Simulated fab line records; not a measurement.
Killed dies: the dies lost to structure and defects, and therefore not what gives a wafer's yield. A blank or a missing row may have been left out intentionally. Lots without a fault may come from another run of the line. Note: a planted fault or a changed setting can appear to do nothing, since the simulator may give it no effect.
fab line records / flow gf180mcu
[record] lots = 15 wafers = 45 last-day = 34
route steps=602 shown V1@337
lots untouched by any fault: they come from a run of this same line in which no faults occurred
start-h: hours from the record's first day to the start of the lot's first wafer shown / wait-h: how many hours have passed since the lot's step before this one / " same as the row above / L1.1+2: one row covering several wafers at once / - value missing, or start not given / * or withheld: withheld / < > ~ a bound
route shown NAME@n: names a module that has steps shown in the file, with the first one's number in the route / usual: the fault-free wafers' mean and standard deviation / same: alike in all rows / chamber/n: place in a boat / sites: readings site by site / _std_site: standard deviation across them / _edge_site: the outer-site mean with the inner-site mean subtracted / radius-mm: how far each site lies from the wafer's centre / mask NAME#n: copy n / behind: the last tool/chamber to shape the wafer / hold: why the lot went on hold/how many hours it stayed there/how the hold came to an end / device: the n, p or np transistor that did not switch / end of line: the route-end tests of the same wafers / step lacking rows: just its recipe / killed: dies that structure and defects cost at the first sort, which is not the same as the wafer's yield / map: the dies of a wafer, with x for killed, . for not killed, _ for no die there
set.NAME: setting as actually run; set.NAME@STEP: the setting as run at that earlier step / model.NAME: the simulator's own value behind a step, which no gauge read
one table for each step of the route and one row for each wafer, over a sample of lots
services: the hour from which a tool's chamber was out of use, counted from the record's first day as start-h (under 0 if before that day), plus the number of hours and why
[[steps]]
[step GF_V1_CVD_02]
[recipe] material = SiO2 target-thk-nm = 850 precursor = TEOS temp-c = 400 time-s = 94.851 rf-w = 600
[usual] heater-power-w = 655/100
lot.wafer=L446.3 tool=pecvd-01 chamber=0 start-h=394.40 wait-h=0.0 heater-power-w=580
lot.wafer=L446.5 tool=pecvd-01 chamber=1 start-h=394.40 wait-h=0.0 heater-power-w=644
lot.wafer=L446.6 tool=pecvd-01 chamber=2 start-h=394.40 wait-h=0.0 heater-power-w=718
lot.wafer=L447.2 tool=pecvd-04 chamber=2 start-h=407.18 wait-h=0.0 heater-power-w=720
lot.wafer=L447.4 tool=pecvd-04 chamber=0 start-h=407.18 wait-h=0.0 heater-power-w=527
lot.wafer=L447.6 tool=pecvd-04 chamber=1 start-h=407.18 wait-h=0.0 heater-power-w=595
lot.wafer=L448.1 tool=pecvd-01 chamber=1 start-h=409.31 wait-h=0.1 heater-power-w=657
lot.wafer=L448.4 tool=pecvd-01 chamber=1 start-h=409.31 wait-h=0.1 heater-power-w=679
lot.wafer=L448.6 tool=pecvd-01 chamber=0 start-h=409.31 wait-h=0.1 heater-power-w=629
lot.wafer=L449.2 tool=pecvd-03 chamber=0 start-h=423.98 wait-h=0.0 heater-power-w=720
lot.wafer=L449.4 tool=pecvd-03 chamber=2 start-h=423.98 wait-h=0.0 heater-power-w=685
lot.wafer=L449.6 tool=pecvd-03 chamber=1 start-h=423.98 wait-h=0.0 heater-power-w=540
lot.wafer=L450.1 tool=pecvd-01 chamber=2 start-h=432.85 wait-h=0.1 heater-power-w=716
lot.wafer=L450.2 tool=pecvd-01 chamber=1 start-h=432.85 wait-h=0.1 heater-power-w=703
lot.wafer=L450.4 tool=pecvd-01 chamber=1 start-h=432.85 wait-h=0.1 heater-power-w=538
lot.wafer=L454.2 tool=pecvd-03 chamber=1 start-h=468.76 wait-h=0.0 heater-power-w=481
lot.wafer=L454.5 tool=pecvd-03 chamber=2 start-h=468.76 wait-h=0.0 heater-power-w=658
lot.wafer=L454.6 tool=pecvd-03 chamber=0 start-h=468.76 wait-h=0.0 heater-power-w=827
lot.wafer=L455.1 tool=pecvd-01 chamber=0 start-h=478.89 wait-h=0.1 heater-power-w=528
lot.wafer=L455.3 tool=pecvd-01 chamber=2 start-h=478.89 wait-h=0.1 heater-power-w=905
lot.wafer=L455.6 tool=pecvd-01 chamber=2 start-h=478.89 wait-h=0.1 heater-power-w=723
lot.wafer=L456.1 tool=pecvd-01 chamber=0 start-h=485.49 wait-h=0.1 heater-power-w=581
lot.wafer=L456.3 tool=pecvd-01 chamber=1 start-h=485.49 wait-h=0.1 heater-power-w=655
lot.wafer=L456.4 tool=pecvd-01 chamber=1 start-h=485.49 wait-h=0.1 heater-power-w=693
lot.wafer=L458.2 tool=pecvd-01 chamber=1 start-h=503.64 wait-h=0.0 heater-power-w=688
lot.wafer=L458.3 tool=pecvd-01 chamber=2 start-h=503.64 wait-h=0.0 heater-power-w=742
lot.wafer=L458.4 tool=pecvd-01 chamber=2 start-h=503.64 wait-h=0.0 heater-power-w=830
lot.wafer=L459.3 tool=pecvd-01 chamber=1 start-h=511.19 wait-h=0.0 heater-power-w=592
lot.wafer=L459.5 tool=pecvd-01 chamber=2 start-h=511.19 wait-h=0.0 heater-power-w=713
lot.wafer=L459.6 tool=pecvd-01 chamber=1 start-h=511.19 wait-h=0.0 heater-power-w=634
lot.wafer=L460.1 tool=pecvd-01 chamber=0 start-h=526.87 wait-h=0.1 heater-power-w=640
lot.wafer=L460.4 tool=pecvd-01 chamber=2 start-h=526.87 wait-h=0.1 heater-power-w=816
lot.wafer=L460.6 tool=pecvd-01 chamber=1 start-h=526.87 wait-h=0.1 heater-power-w=648
lot.wafer=L461.2 tool=pecvd-04 chamber=2 start-h=534.37 wait-h=0.0 heater-power-w=645
lot.wafer=L461.3 tool=pecvd-04 chamber=0 start-h=534.37 wait-h=0.0 heater-power-w=586
lot.wafer=L461.5 tool=pecvd-04 chamber=1 start-h=534.37 wait-h=0.0 heater-power-w=635
lot.wafer=L462.1 tool=pecvd-03 chamber=0 start-h=539.73 wait-h=0.1 heater-power-w=752
lot.wafer=L462.3 tool=pecvd-03 chamber=2 start-h=539.73 wait-h=0.1 heater-power-w=654
lot.wafer=L462.5 tool=pecvd-03 chamber=2 start-h=539.73 wait-h=0.1 heater-power-w=709
lot.wafer=L464.2 tool=pecvd-03 chamber=2 start-h=551.40 wait-h=0.0 heater-power-w=684
lot.wafer=L464.3 tool=pecvd-03 chamber=0 start-h=551.40 wait-h=0.0 heater-power-w=665
lot.wafer=L464.6 tool=pecvd-03 chamber=1 start-h=551.40 wait-h=0.0 heater-power-w=602
lot.wafer=L466.2 tool=pecvd-04 chamber=2 start-h=568.30 wait-h=0.0 heater-power-w=729
lot.wafer=L466.4 tool=pecvd-04 chamber=1 start-h=568.30 wait-h=0.0 heater-power-w=600
lot.wafer=L466.6 tool=pecvd-04 chamber=0 start-h=568.30 wait-h=0.0 heater-power-w=597
[step GF_V1_THK_MEAS_03]
[recipe] reads = SiO2_of_V1_CVD_02
[usual] V1_CVD_02_THK = 849/12
lot.wafer=L446.3 tool=film-metro-04 chamber=- start-h=394.49 wait-h=0.1 V1_CVD_02_THK[nm]=847
lot.wafer=L446.5 tool=film-metro-04 chamber=- start-h=394.49 wait-h=0.1 V1_CVD_02_THK[nm]=871
lot.wafer=L446.6 tool=film-metro-04 chamber=- start-h=394.49 wait-h=0.1 V1_CVD_02_THK[nm]=849
lot.wafer=L447.2 tool=film-metro-02 chamber=- start-h=407.26 wait-h=0.0 V1_CVD_02_THK[nm]=839
lot.wafer=L447.4 tool=film-metro-02 chamber=- start-h=407.26 wait-h=0.0 V1_CVD_02_THK[nm]=856
lot.wafer=L447.6 tool=film-metro-02 chamber=- start-h=407.26 wait-h=0.0 V1_CVD_02_THK[nm]=852
lot.wafer=L448.1 tool=film-metro-04 chamber=- start-h=409.38 wait-h=0.0 V1_CVD_02_THK[nm]=840
lot.wafer=L448.4 tool=film-metro-04 chamber=- start-h=409.38 wait-h=0.0 V1_CVD_02_THK[nm]=862
lot.wafer=L448.6 tool=film-metro-04 chamber=- start-h=409.38 wait-h=0.0 V1_CVD_02_THK[nm]=875
lot.wafer=L449.2 tool=film-metro-03 chamber=- start-h=424.06 wait-h=0.0 V1_CVD_02_THK[nm]=847
lot.wafer=L449.4 tool=film-metro-03 chamber=- start-h=424.06 wait-h=0.0 V1_CVD_02_THK[nm]=877
lot.wafer=L449.6 tool=film-metro-03 chamber=- start-h=424.06 wait-h=0.0 V1_CVD_02_THK[nm]=841
lot.wafer=L450.1 tool=film-metro-04 chamber=- start-h=432.92 wait-h=0.0 V1_CVD_02_THK[nm]=834
lot.wafer=L450.2 tool=film-metro-04 chamber=- start-h=432.92 wait-h=0.0 V1_CVD_02_THK[nm]=845
lot.wafer=L450.4 tool=film-metro-04 chamber=- start-h=432.92 wait-h=0.0 V1_CVD_02_THK[nm]=856
lot.wafer=L454.2 tool=film-metro-03 chamber=- start-h=468.84 wait-h=0.0 V1_CVD_02_THK[nm]=845
lot.wafer=L454.5 tool=film-metro-03 chamber=- start-h=468.84 wait-h=0.0 V1_CVD_02_THK[nm]=864
lot.wafer=L454.6 tool=film-metro-03 chamber=- start-h=468.84 wait-h=0.0 V1_CVD_02_THK[nm]=859
lot.wafer=L455.1 tool=film-metro-04 chamber=- start-h=478.96 wait-h=0.0 V1_CVD_02_THK[nm]=861
lot.wafer=L455.3 tool=film-metro-04 chamber=- start-h=478.96 wait-h=0.0 V1_CVD_02_THK[nm]=853
lot.wafer=L455.6 tool=film-metro-04 chamber=- start-h=478.96 wait-h=0.0 V1_CVD_02_THK[nm]=878
lot.wafer=L456.1 tool=film-metro-04 chamber=- start-h=485.56 wait-h=0.0 V1_CVD_02_THK[nm]=850
lot.wafer=L456.3 tool=film-metro-04 chamber=- start-h=485.56 wait-h=0.0 V1_CVD_02_THK[nm]=848
lot.wafer=L456.4 tool=film-metro-04 chamber=- start-h=485.56 wait-h=0.0 V1_CVD_02_THK[nm]=867
lot.wafer=L458.2 tool=film-metro-04 chamber=- start-h=503.72 wait-h=0.0 V1_CVD_02_THK[nm]=841
lot.wafer=L458.3 tool=film-metro-04 chamber=- start-h=503.72 wait-h=0.0 V1_CVD_02_THK[nm]=832
lot.wafer=L458.4 tool=film-metro-04 chamber=- start-h=503.72 wait-h=0.0 V1_CVD_02_THK[nm]=849
lot.wafer=L459.3 tool=film-metro-03 chamber=- start-h=511.28 wait-h=0.1 V1_CVD_02_THK[nm]=843
lot.wafer=L459.5 tool=film-metro-03 chamber=- start-h=511.28 wait-h=0.1 V1_CVD_02_THK[nm]=846
lot.wafer=L459.6 tool=film-metro-03 chamber=- start-h=511.28 wait-h=0.1 V1_CVD_02_THK[nm]=837
lot.wafer=L460.1 tool=film-metro-04 chamber=- start-h=526.94 wait-h=0.0 V1_CVD_02_THK[nm]=822
lot.wafer=L460.4 tool=film-metro-04 chamber=- start-h=526.94 wait-h=0.0 V1_CVD_02_THK[nm]=838
lot.wafer=L460.6 tool=film-metro-04 chamber=- start-h=526.94 wait-h=0.0 V1_CVD_02_THK[nm]=841
lot.wafer=L461.2 tool=film-metro-03 chamber=- start-h=534.45 wait-h=0.0 V1_CVD_02_THK[nm]=832
lot.wafer=L461.3 tool=film-metro-03 chamber=- start-h=534.45 wait-h=0.0 V1_CVD_02_THK[nm]=852
lot.wafer=L461.5 tool=film-metro-03 chamber=- start-h=534.45 wait-h=0.0 V1_CVD_02_THK[nm]=860
lot.wafer=L462.1 tool=film-metro-03 chamber=- start-h=539.80 wait-h=0.0 V1_CVD_02_THK[nm]=829
lot.wafer=L462.3 tool=film-metro-03 chamber=- start-h=539.80 wait-h=0.0 V1_CVD_02_THK[nm]=848
lot.wafer=L462.5 tool=film-metro-03 chamber=- start-h=539.80 wait-h=0.0 V1_CVD_02_THK[nm]=856
lot.wafer=L464.2 tool=film-metro-04 chamber=- start-h=551.48 wait-h=0.0 V1_CVD_02_THK[nm]=846
lot.wafer=L464.3 tool=film-metro-04 chamber=- start-h=551.48 wait-h=0.0 V1_CVD_02_THK[nm]=836
lot.wafer=L464.6 tool=film-metro-04 chamber=- start-h=551.48 wait-h=0.0 V1_CVD_02_THK[nm]=849
lot.wafer=L466.2 tool=film-metro-03 chamber=- start-h=568.38 wait-h=0.0 V1_CVD_02_THK[nm]=849
lot.wafer=L466.4 tool=film-metro-03 chamber=- start-h=568.38 wait-h=0.0 V1_CVD_02_THK[nm]=870
lot.wafer=L466.6 tool=film-metro-03 chamber=- start-h=568.38 wait-h=0.0 V1_CVD_02_THK[nm]=872
[step GF_V1_DEVELOP_13]
[recipe] develop-time-s = 60 resist = KrF dev-temp-c = 21
[usual] chill-plate-temp-C = 22.99/0.1 develop-time-s = 60/0
lot.wafer=L446.3 tool=litho-track-02 chamber=0 start-h=417.51 wait-h=0.1 chill-plate-temp-C=22.96 develop-time-s=60
lot.wafer=L446.5 tool=litho-track-02 chamber=0 start-h=417.51 wait-h=0.1 chill-plate-temp-C=22.85 develop-time-s=60
lot.wafer=L446.6 tool=litho-track-02 chamber=0 start-h=417.51 wait-h=0.1 chill-plate-temp-C=23.06 develop-time-s=60
lot.wafer=L447.2 tool=litho-track-03 chamber=0 start-h=431.51 wait-h=0.2 chill-plate-temp-C=23.04 develop-time-s=60
lot.wafer=L447.4 tool=litho-track-03 chamber=0 start-h=431.51 wait-h=0.2 chill-plate-temp-C=23.06 develop-time-s=60
lot.wafer=L447.6 tool=litho-track-03 chamber=0 start-h=431.51 wait-h=0.2 chill-plate-temp-C=22.97 develop-time-s=60
lot.wafer=L448.1 tool=litho-track-04 chamber=0 start-h=433.15 wait-h=0.2 chill-plate-temp-C=23.00 develop-time-s=60
lot.wafer=L448.4 tool=litho-track-04 chamber=0 start-h=433.15 wait-h=0.2 chill-plate-temp-C=22.94 develop-time-s=60
lot.wafer=L448.6 tool=litho-track-04 chamber=0 start-h=433.15 wait-h=0.2 chill-plate-temp-C=23.13 develop-time-s=60
lot.wafer=L449.2 tool=litho-track-04 chamber=0 start-h=448.72 wait-h=0.2 chill-plate-temp-C=22.94 develop-time-s=60
lot.wafer=L449.4 tool=litho-track-04 chamber=0 start-h=448.72 wait-h=0.2 chill-plate-temp-C=22.95 develop-time-s=60
lot.wafer=L449.6 tool=litho-track-04 chamber=0 start-h=448.72 wait-h=0.2 chill-plate-temp-C=22.94 develop-time-s=60
lot.wafer=L450.1 tool=litho-track-02 chamber=0 start-h=456.66 wait-h=0.2 chill-plate-temp-C=22.92 develop-time-s=60
lot.wafer=L450.2 tool=litho-track-02 chamber=0 start-h=456.66 wait-h=0.2 chill-plate-temp-C=22.90 develop-time-s=60
lot.wafer=L450.4 tool=litho-track-02 chamber=0 start-h=456.66 wait-h=0.2 chill-plate-temp-C=23.00 develop-time-s=60
lot.wafer=L454.2 tool=litho-track-03 chamber=0 start-h=493.01 wait-h=0.2 chill-plate-temp-C=23.10 develop-time-s=60
lot.wafer=L454.5 tool=litho-track-03 chamber=0 start-h=493.01 wait-h=0.2 chill-plate-temp-C=22.81 develop-time-s=60
lot.wafer=L454.6 tool=litho-track-03 chamber=0 start-h=493.01 wait-h=0.2 chill-plate-temp-C=23.03 develop-time-s=60
lot.wafer=L455.1 tool=litho-track-02 chamber=0 start-h=502.96 wait-h=0.2 chill-plate-temp-C=23.12 develop-time-s=60
lot.wafer=L455.3 tool=litho-track-02 chamber=0 start-h=502.96 wait-h=0.2 chill-plate-temp-C=23.07 develop-time-s=60
lot.wafer=L455.6 tool=litho-track-02 chamber=0 start-h=502.96 wait-h=0.2 chill-plate-temp-C=23.01 develop-time-s=60
lot.wafer=L456.1 tool=litho-track-03 chamber=0 start-h=509.79 wait-h=0.2 chill-plate-temp-C=22.86 develop-time-s=60
lot.wafer=L456.3 tool=litho-track-03 chamber=0 start-h=509.79 wait-h=0.2 chill-plate-temp-C=22.96 develop-time-s=60
lot.wafer=L456.4 tool=litho-track-03 chamber=0 start-h=509.79 wait-h=0.2 chill-plate-temp-C=22.81 develop-time-s=60
lot.wafer=L458.2 tool=litho-track-04 chamber=0 start-h=526.92 wait-h=0.2 chill-plate-temp-C=22.85 develop-time-s=60
lot.wafer=L458.3 tool=litho-track-04 chamber=0 start-h=526.92 wait-h=0.2 chill-plate-temp-C=22.92 develop-time-s=60
lot.wafer=L458.4 tool=litho-track-04 chamber=0 start-h=526.92 wait-h=0.2 chill-plate-temp-C=22.97 develop-time-s=60
lot.wafer=L459.3 tool=litho-track-03 chamber=0 start-h=534.79 wait-h=0.1 chill-plate-temp-C=23.06 develop-time-s=60
lot.wafer=L459.5 tool=litho-track-03 chamber=0 start-h=534.79 wait-h=0.1 chill-plate-temp-C=23.06 develop-time-s=60
lot.wafer=L459.6 tool=litho-track-03 chamber=0 start-h=534.79 wait-h=0.1 chill-plate-temp-C=23.05 develop-time-s=60
lot.wafer=L460.1 tool=litho-track-04 chamber=- start-h=549.35 wait-h=0.2 chill-plate-temp-C=- develop-time-s=-
lot.wafer=L460.4 tool=litho-track-04 chamber=- start-h=549.35 wait-h=0.2 chill-plate-temp-C=- develop-time-s=-
lot.wafer=L460.6 tool=litho-track-04 chamber=- start-h=549.35 wait-h=0.2 chill-plate-temp-C=- develop-time-s=-
lot.wafer=L461.2 tool=litho-track-04 chamber=- start-h=556.82 wait-h=0.2 chill-plate-temp-C=- develop-time-s=-
lot.wafer=L461.3 tool=litho-track-04 chamber=- start-h=556.82 wait-h=0.2 chill-plate-temp-C=- develop-time-s=-
lot.wafer=L461.5 tool=litho-track-04 chamber=- start-h=556.82 wait-h=0.2 chill-plate-temp-C=- develop-time-s=-
lot.wafer=L462.1 tool=litho-track-04 chamber=- start-h=562.20 wait-h=0.2 chill-plate-temp-C=- develop-time-s=-
lot.wafer=L462.3 tool=litho-track-04 chamber=- start-h=562.20 wait-h=0.2 chill-plate-temp-C=- develop-time-s=-
lot.wafer=L462.5 tool=litho-track-04 chamber=- start-h=562.20 wait-h=0.2 chill-plate-temp-C=- develop-time-s=-
lot.wafer=L464.2 tool=litho-track-04 chamber=0 start-h=573.67 wait-h=0.2 chill-plate-temp-C=23.08 develop-time-s=60
lot.wafer=L464.3 tool=litho-track-04 chamber=0 start-h=573.67 wait-h=0.2 chill-plate-temp-C=23.04 develop-time-s=60
lot.wafer=L464.6 tool=litho-track-04 chamber=0 start-h=573.67 wait-h=0.2 chill-plate-temp-C=23.00 develop-time-s=60
lot.wafer=L466.2 tool=litho-track-02 chamber=0 start-h=590.23 wait-h=0.2 chill-plate-temp-C=22.94 develop-time-s=60
lot.wafer=L466.4 tool=litho-track-02 chamber=0 start-h=590.23 wait-h=0.2 chill-plate-temp-C=22.89 develop-time-s=60
lot.wafer=L466.6 tool=litho-track-02 chamber=0 start-h=590.23 wait-h=0.2 chill-plate-temp-C=22.86 develop-time-s=60
[step GF_V1_SPUTTER_21]
[recipe] material = Ti target-thk-nm = 15 chamber-pressure-pa = 5 power-w = 2500 substrate-temp-c = 200 time-s = 80.02
[usual] throttle-valve-pct = 30.3/0.79
lot.wafer=L446.3 tool=pvd-sputter-02 chamber=- start-h=418.43 wait-h=0.0 throttle-valve-pct=30.4
lot.wafer=L446.5 tool=pvd-sputter-02 chamber=- start-h=418.43 wait-h=0.0 throttle-valve-pct=30.6
lot.wafer=L446.6 tool=pvd-sputter-02 chamber=- start-h=418.43 wait-h=0.0 throttle-valve-pct=31.9
lot.wafer=L447.2 tool=pvd-sputter-01 chamber=- start-h=432.46 wait-h=0.0 throttle-valve-pct=30.4
lot.wafer=L447.4 tool=pvd-sputter-01 chamber=- start-h=432.46 wait-h=0.0 throttle-valve-pct=30.8
lot.wafer=L447.6 tool=pvd-sputter-01 chamber=- start-h=432.46 wait-h=0.0 throttle-valve-pct=30.4
lot.wafer=L448.1 tool=pvd-sputter-02 chamber=- start-h=434.12 wait-h=0.0 throttle-valve-pct=31.9
lot.wafer=L448.4 tool=pvd-sputter-02 chamber=- start-h=434.12 wait-h=0.0 throttle-valve-pct=28.9
lot.wafer=L448.6 tool=pvd-sputter-02 chamber=- start-h=434.12 wait-h=0.0 throttle-valve-pct=30.7
lot.wafer=L449.2 tool=pvd-sputter-04 chamber=- start-h=449.67 wait-h=0.0 throttle-valve-pct=29.9
lot.wafer=L449.4 tool=pvd-sputter-04 chamber=- start-h=449.67 wait-h=0.0 throttle-valve-pct=29.1
lot.wafer=L449.6 tool=pvd-sputter-04 chamber=- start-h=449.67 wait-h=0.0 throttle-valve-pct=31.5
lot.wafer=L450.1 tool=pvd-sputter-01 chamber=- start-h=457.63 wait-h=0.0 throttle-valve-pct=30.6
lot.wafer=L450.2 tool=pvd-sputter-01 chamber=- start-h=457.63 wait-h=0.0 throttle-valve-pct=30.8
lot.wafer=L450.4 tool=pvd-sputter-01 chamber=- start-h=457.63 wait-h=0.0 throttle-valve-pct=30.8
lot.wafer=L454.2 tool=pvd-sputter-02 chamber=- start-h=493.96 wait-h=0.0 throttle-valve-pct=31.7
lot.wafer=L454.5 tool=pvd-sputter-02 chamber=- start-h=493.96 wait-h=0.0 throttle-valve-pct=31.9
lot.wafer=L454.6 tool=pvd-sputter-02 chamber=- start-h=493.96 wait-h=0.0 throttle-valve-pct=30.1
lot.wafer=L455.1 tool=pvd-sputter-02 chamber=- start-h=503.97 wait-h=0.0 throttle-valve-pct=29.0
lot.wafer=L455.3 tool=pvd-sputter-02 chamber=- start-h=503.97 wait-h=0.0 throttle-valve-pct=31.7
lot.wafer=L455.6 tool=pvd-sputter-02 chamber=- start-h=503.97 wait-h=0.0 throttle-valve-pct=30.4
lot.wafer=L456.1 tool=pvd-sputter-01 chamber=- start-h=510.79 wait-h=0.0 throttle-valve-pct=30.6
lot.wafer=L456.3 tool=pvd-sputter-01 chamber=- start-h=510.79 wait-h=0.0 throttle-valve-pct=30.9
lot.wafer=L456.4 tool=pvd-sputter-01 chamber=- start-h=510.79 wait-h=0.0 throttle-valve-pct=30.0
lot.wafer=L458.2 tool=pvd-sputter-02 chamber=- start-h=527.88 wait-h=0.0 throttle-valve-pct=30.3
lot.wafer=L458.3 tool=pvd-sputter-02 chamber=- start-h=527.88 wait-h=0.0 throttle-valve-pct=31.7
lot.wafer=L458.4 tool=pvd-sputter-02 chamber=- start-h=527.88 wait-h=0.0 throttle-valve-pct=30.5
lot.wafer=L459.3 tool=pvd-sputter-02 chamber=- start-h=535.80 wait-h=0.0 throttle-valve-pct=31.9
lot.wafer=L459.5 tool=pvd-sputter-02 chamber=- start-h=535.80 wait-h=0.0 throttle-valve-pct=30.4
lot.wafer=L459.6 tool=pvd-sputter-02 chamber=- start-h=535.80 wait-h=0.0 throttle-valve-pct=29.0
lot.wafer=L460.1 tool=pvd-sputter-04 chamber=- start-h=550.35 wait-h=0.0 throttle-valve-pct=31.1
lot.wafer=L460.4 tool=pvd-sputter-04 chamber=- start-h=550.35 wait-h=0.0 throttle-valve-pct=29.5
lot.wafer=L460.6 tool=pvd-sputter-04 chamber=- start-h=550.35 wait-h=0.0 throttle-valve-pct=29.6
lot.wafer=L461.2 tool=pvd-sputter-02 chamber=- start-h=557.80 wait-h=0.0 throttle-valve-pct=30.1
lot.wafer=L461.3 tool=pvd-sputter-02 chamber=- start-h=557.80 wait-h=0.0 throttle-valve-pct=29.2
lot.wafer=L461.5 tool=pvd-sputter-02 chamber=- start-h=557.80 wait-h=0.0 throttle-valve-pct=30.4
lot.wafer=L462.1 tool=pvd-sputter-02 chamber=- start-h=563.17 wait-h=0.0 throttle-valve-pct=32.0
lot.wafer=L462.3 tool=pvd-sputter-02 chamber=- start-h=563.17 wait-h=0.0 throttle-valve-pct=29.3
lot.wafer=L462.5 tool=pvd-sputter-02 chamber=- start-h=563.17 wait-h=0.0 throttle-valve-pct=30.5
lot.wafer=L464.2 tool=pvd-sputter-01 chamber=- start-h=574.62 wait-h=0.0 throttle-valve-pct=30.8
lot.wafer=L464.3 tool=pvd-sputter-01 chamber=- start-h=574.62 wait-h=0.0 throttle-valve-pct=30.7
lot.wafer=L464.6 tool=pvd-sputter-01 chamber=- start-h=574.62 wait-h=0.0 throttle-valve-pct=30.9
lot.wafer=L466.2 tool=pvd-sputter-02 chamber=- start-h=591.18 wait-h=0.0 throttle-valve-pct=29.0
lot.wafer=L466.4 tool=pvd-sputter-02 chamber=- start-h=591.18 wait-h=0.0 throttle-valve-pct=29.0
lot.wafer=L466.6 tool=pvd-sputter-02 chamber=- start-h=591.18 wait-h=0.0 throttle-valve-pct=30.3
[[services]]
tool=pecvd-03 chamber=2 start-h=375.36 hours=5.9 kind=repair
tool=pecvd-04 chamber=- start-h=430.51 hours=14.6 kind=pm
tool=pecvd-03 chamber=- start-h=455.39 hours=5.5 kind=pm
tool=pecvd-01 chamber=2 start-h=460.00 hours=16.1 kind=repair
tool=pvd-sputter-02 chamber=- start-h=466.35 hours=2.1 kind=repair
tool=pecvd-01 chamber=- start-h=483.46 hours=0.7 kind=repair
tool=pvd-sputter-02 chamber=- start-h=514.93 hours=9.7 kind=repair
tool=pecvd-03 chamber=0 start-h=532.72 hours=3.0 kind=repair
tool=pecvd-04 chamber=1 start-h=539.68 hours=6.1 kind=repair
tool=pvd-sputter-02 chamber=- start-h=543.77 hours=2.3 kind=repair
tool=pecvd-03 chamber=- start-h=548.01 hours=0.7 kind=repair
tool=pvd-sputter-01 chamber=- start-h=557.21 hours=6.4 kind=repair
tool=pecvd-01 chamber=0 start-h=582.50 hours=6.2 kind=repair
tool=pecvd-03 chamber=- start-h=591.12 hours=14.0 kind=pm
tool=pecvd-03 chamber=0 start-h=591.12 hours=14.3 kind=vent-cycle
tool=pecvd-03 chamber=1 start-h=591.12 hours=14.3 kind=vent-cycle
tool=pecvd-03 chamber=2 start-h=591.12 hours=14.3 kind=vent-cycle
[[key]]
[first-sign] step = GF_V1_DEVELOP_13 reading = tool-record direction = missing
effect none on later readings
met-at GF_V1_DEVELOP_13
struck-lots L460,L461,L462
later-rows-left-out L460.1,L460.4,L460.6,L461.2,L461.3,L461.5,L462.1,L462.3,L462.5
sort-left-out L460.1,L460.4,L460.6,L461.2,L461.3,L461.5,L462.1,L462.3,L462.5
not-acting-at GF_V1_CVD_02,GF_V1_THK_MEAS_03,GF_V1_SPUTTER_21
onset-between 526.92 549.35
[fault] kind = skipped-step-whole tool = litho-track-04 chamber = - onset-h = 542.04 steps = GF_V1_DEVELOP_13 scope = struck-lots-only
// sort-left-out: the simulated sort isn't trusted on such a fault, so these wafers' sort isn't shown, and their yield isn't known
// later-rows-left-out: the simulator's readings of these wafers behind a module that went badly wrong aren't trusted and aren't shown, but for the sort
